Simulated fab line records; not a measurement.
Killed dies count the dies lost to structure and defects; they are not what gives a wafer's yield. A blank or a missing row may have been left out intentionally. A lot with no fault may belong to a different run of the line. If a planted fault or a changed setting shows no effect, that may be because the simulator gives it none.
One fault seen from 2 desks | flow sfqLine | what lay behind the numbers comes last; until then each desk has only its own

== METROLOGY DESK ==
What the gauges read for every lot (on any tool): the sampled wafers with a number, averaged. A lot is out of limits, marked OUT, if its mean lies more than 4 standard deviations from the usual mean; the brackets give that distance.
Columns: A = I0_BOW at SFQ_I0_BOW_MEAS_907, usual 1 um; B = M1_OVL at SFQ_M1_OVL_MEAS_911, usual 8 nm; C = M3_OVL at SFQ_M3_OVL_MEAS_921, usual 0 nm
lot  | first seen here | A  | B  | C
L822 | day 12 03:41    | -2 | 10 | -3
L823 | day 12 18:06    | 1  | 5  | -6
L824 | day 13 09:07    | -1 | 1  | 5
L825 | day 13 12:04    | 9  | 1  | -3
L826 | day 13 12:10    | 1  | -2 | -7
L827 | day 13 15:01    | 5  | 5  | 0
L829 | day 13 18:01    | -1 | 14 | 0
L830 | day 13 18:06    | 12 | 6  | 2
L831 | day 13 21:01    | 6  | 9  | 2
L832 | day 14 00:02    | -2 | 5  | -6
L834 | day 14 03:01    | -3 | 4  | -4
L837 | day 14 06:06    | 2  | 10 | 9
L839 | day 14 09:07    | 10 | 9  | -4
L841 | day 14 15:02    | -3 | 15 | 4
L842 | day 14 18:01    | -2 | 11 | -1
This desk's finding: nothing out of limits on any of the 15 lots.

== DESK OF THE TOOL OWNER: rieDiel-04 ==
The tool's own readings at SFQ_TRILAYER_I1_VIA_BARC_OPEN_VIA_ETCH_071 (etches BARC in O2, target depth 125 nm, time 41.7 s): means of the sampled wafers that have a number, for each lot that ran on this tool. A lot is out of limits, marked OUT, if its mean lies more than 4 standard deviations from the usual mean; the brackets give that distance.
Columns: A = drypumpMotorCurrentA at SFQ_TRILAYER_I1_VIA_BARC_OPEN_VIA_ETCH_071, usual 5.7 A; B = oesProductAu at SFQ_TRILAYER_I1_VIA_BARC_OPEN_VIA_ETCH_071, usual 0.685 a.u.; C = runLengthS at SFQ_TRILAYER_I1_VIA_BARC_OPEN_VIA_ETCH_071, usual 70.3 s
lot  | first seen here | A   | B                | C
L822 | day 23 12:26    | 5.9 | 0.684            | 70.6
L826 | day 24 23:17    | 5.9 | 0.681            | 70.6
L831 | day 25 16:33    | 5.9 | 0.682            | 70.7
L837 | day 26 05:45    | 5.9 | 0.710 (+5.3) OUT | 68.9
L839 | day 26 08:09    | 5.6 | 0.725 (+8.5) OUT | 67.5 (-6.3) OUT
L841 | day 26 10:33    | 5.8 | 0.719 (+7.2) OUT | 68.1 (-5.0) OUT
This desk's verdict: out of limits on L837, L839, L841, starting with L837 at day 26 05:45 (oesProductAu at SFQ_TRILAYER_I1_VIA_BARC_OPEN_VIA_ETCH_071). L822, L826, L831: within limits.

== PUT TOGETHER ==
The tool owner's desk had the chance to raise an alarm at day 26 05:45 on L837, L839, L841.
The metrology desk saw nothing out of limits.
The metrology desk has L837, L839, L841 on record, within its limits.
The lots listed all ran SFQ_TRILAYER_I1_VIA_BARC_OPEN_VIA_ETCH_071 on rieDiel-04.

== WHAT WAS PUT IN BY THE SIMULATOR ==
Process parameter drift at SFQ_TRILAYER_I1_VIA_BARC_OPEN_VIA_ETCH_071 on rieDiel-04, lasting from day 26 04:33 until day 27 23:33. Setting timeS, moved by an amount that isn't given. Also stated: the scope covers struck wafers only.
Lots struck among those shown: L837, L839, L841.
Time in hours from fault onset to the first out-of-limits reading at each desk: the tool owner's desk, 1.
